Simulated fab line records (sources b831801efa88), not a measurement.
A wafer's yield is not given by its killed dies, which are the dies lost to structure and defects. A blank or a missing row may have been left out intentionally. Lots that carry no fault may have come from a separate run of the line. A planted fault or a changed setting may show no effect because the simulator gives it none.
Which of the tools did it? | flow gf180mcu | 20 wafers from 7 lots sampled at 3 of the route's 602 steps

## WHAT THE GAUGES SHOWED, per wafer
GF_V5_OVL_MEAS_15.
lot  | measured     | on         | V5_OVL (nm)
L643 | day 27 15:04 | overlay-02 | 1 2 5
L650 | day 29 22:02 | overlay-02 | -11 -11
L654 | day 30 18:14 | overlay-02 | -5 -1 -3
L656 | day 31 05:01 | overlay-02 | 2 0 4
L658 | day 31 23:32 | overlay-02 | 2 -1 2
L661 | day 32 14:49 | overlay-02 | -6 -4 -1
L663 | day 33 01:19 | overlay-01 | 10 8 10

## EACH LOT AND THE TOOL THAT RAN IT (in order: tool; ch and the chambers of the sampled wafers; start)
lot  | GF_MIM_SPUTTER_00            | GF_MIM_SPUTTER_04
L643 | pvd-sputter-02, day 24 22:10 | pvd-sputter-02, day 24 22:20
L650 | pvd-sputter-03, day 27 09:34 | pvd-sputter-03, day 27 09:43
L654 | pvd-sputter-04, day 28 07:43 | pvd-sputter-04, day 28 07:54
L656 | pvd-sputter-04, day 28 19:58 | pvd-sputter-04, day 28 20:09
L658 | pvd-sputter-03, day 29 15:25 | pvd-sputter-03, day 29 15:36
L661 | pvd-sputter-02, day 30 09:16 | pvd-sputter-02, day 30 09:26
L663 | pvd-sputter-04, day 30 21:25 | pvd-sputter-04, day 30 21:36
- GF_MIM_SPUTTER_00: material Ti, target thk 37.5 nm, time 150 s.
- GF_MIM_SPUTTER_04: material TiN, target thk 50 nm, time 41.7 s.

## THE ANSWER, worked out from the rows above alone
Rule: the lots themselves supply what counts as usual. Put in order of their means at a reading, lots are off if they are a third of the lots or fewer, leave a main group of 4 or more, and stand apart from it by a gap of 3 or more times the standard deviation of the main group's means; of several such gaps the widest counts. If all means in a main group match to the digits the tables above print for the reading, that group is not used. Also off: a lot with no number at a reading for which 4 or more lots have one. All remaining lots with rows at the step are treated as sound.
No lot is off at any reading shown: from this, nothing can be told.

## WHAT WAS PUT IN BY THE SIMULATOR
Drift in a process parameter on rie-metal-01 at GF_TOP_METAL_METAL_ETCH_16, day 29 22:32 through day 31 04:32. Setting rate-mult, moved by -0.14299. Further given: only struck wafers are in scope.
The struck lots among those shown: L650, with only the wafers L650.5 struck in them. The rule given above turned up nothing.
